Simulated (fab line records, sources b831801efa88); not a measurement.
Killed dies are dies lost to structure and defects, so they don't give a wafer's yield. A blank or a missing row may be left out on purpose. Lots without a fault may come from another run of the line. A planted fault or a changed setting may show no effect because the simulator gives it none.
Chamber matching | flow sky130 | SKY_CONTACT_CVD_00 on pecvd-01: 3 sister chambers
The step deposits Si3N4, target thk 75 nm. 3 wafers are shown with their chamber, then 11 later ones without.

WAFERS WITH THEIR CHAMBER
wafer  | chamber | heater_power_w (W)
L089.5 | 2       | 640
L089.6 | 0       | 735
L090.1 | 1       | 816

WAFERS WITHOUT THEIR CHAMBER
wafer  | heater_power_w (W)
L090.4 | 569
L090.5 | 803
L093.1 | 643
L093.2 | 771
L093.3 | 780
L093.4 | 782
L093.5 | 755
L093.6 | 658
L097.1 | 732
L097.2 | 573
L097.3 | 762

WHICH CHAMBER EACH WENT THROUGH
wafer  | from the rows above     | in truth
L090.4 | 2                       | 2
L090.5 | can't be placed: 1 or 0 | 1
L093.1 | 2                       | 2
L093.2 | can't be placed: 0 or 1 | 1
L093.3 | can't be placed: 1 or 0 | 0
L093.4 | can't be placed: 1 or 0 | 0
L093.5 | can't be placed: 0 or 1 | 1
L093.6 | can't be placed: 2 or 0 | 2
L097.1 | 0                       | 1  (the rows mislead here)
L097.2 | 2                       | 2
L097.3 | can't be placed: 0 or 1 | 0
Placed correctly: 3 of 11. Can't be placed from these rows: 7 (the true chamber is among the candidates in 7). Placed wrongly: 1.
How it was worked out, from the rows above alone: a wafer's distance from a chamber is the root of the sum, over the readings, of the square of ((its reading less the chamber's mean) divided by the reading's scatter). The wafer belongs to the nearest chamber; if the next one is less than 2 further off, it can't be placed. A chamber's mean is the mean of its shown wafers. The scatter: with one shown wafer a chamber, the root of the mean of the squares of how far each hidden wafer lies from its nearest shown one.
